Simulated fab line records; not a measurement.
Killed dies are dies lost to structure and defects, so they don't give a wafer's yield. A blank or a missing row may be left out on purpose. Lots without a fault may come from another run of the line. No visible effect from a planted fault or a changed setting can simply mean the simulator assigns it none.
The tool behind it: which one? ; flow gf180mcu ; 11 lots, 33 wafers sampled, at 2 steps of a route of 602

## WHAT THE GAUGES READ, wafer by wafer
GF_V3_BOW_MEAS_05.
lot;measured;on;V3_BOW (um)
L513;day 23 00:39;filmMetro-04;110 118 114
L514;day 23 15:10;filmMetro-04;120 113 126
L515;day 23 21:53;filmMetro-04;125 106 123
L517;day 24 16:16;filmMetro-01;134 124 123
L518;day 24 22:04;filmMetro-01;128 142 140
L522;day 26 07:39;filmMetro-03;115 113 107
L523;day 26 16:07;filmMetro-04;114 118 122
L525;day 27 04:41;filmMetro-03;104 110 118
L526;day 27 14:00;filmMetro-01;128 128 130
L527;day 27 20:24;filmMetro-03;112 114 117
L531;day 28 19:38;filmMetro-01;136 129 133

## WHAT TOOL EACH LOT RAN ON (gives the tool, then ch and the chambers of the sampled wafers, and finally the start)
lot;GF_M3_STRIP_17
L513;plasmaAsher-01 ch 0,1, day 22 23:31
L514;plasmaAsher-01 ch 0,1, day 23 14:02
L515;plasmaAsher-02 ch 0,1, day 23 20:46
L517;plasmaAsher-04 ch 0,1, day 24 15:10
L518;plasmaAsher-01 ch 0,1, day 24 20:56
L522;plasmaAsher-02 ch 0, day 26 06:29
L523;plasmaAsher-04 ch 0,1, day 26 14:53
L525;plasmaAsher-04 ch 1, day 27 03:14
L526;plasmaAsher-04 ch 0,1, day 27 12:55
L527;plasmaAsher-04 ch 0,1, day 27 19:17
L531;plasmaAsher-04 ch 0,1, day 28 18:31
- GF_M3_STRIP_17: strips in O2/N2.

## THE ANSWER, worked out from the rows above alone
Rule: usual is defined by the lots themselves. Put in order of their means at a reading, lots are off if they are a third of the lots or fewer, leave a main group of 4 or more, and stand apart from it by a gap of 3 or more times the standard deviation of the main group's means; of several such gaps the widest counts. If all means in a main group match to the digits the tables above print for the reading, that group is not used. A lot without any number at a reading at which 4 lots or more have one is off too. All remaining lots with rows at the step are treated as sound.
None of the lots is off at any reading shown; this tells nothing.

## WHAT WAS PUT IN BY THE SIMULATOR
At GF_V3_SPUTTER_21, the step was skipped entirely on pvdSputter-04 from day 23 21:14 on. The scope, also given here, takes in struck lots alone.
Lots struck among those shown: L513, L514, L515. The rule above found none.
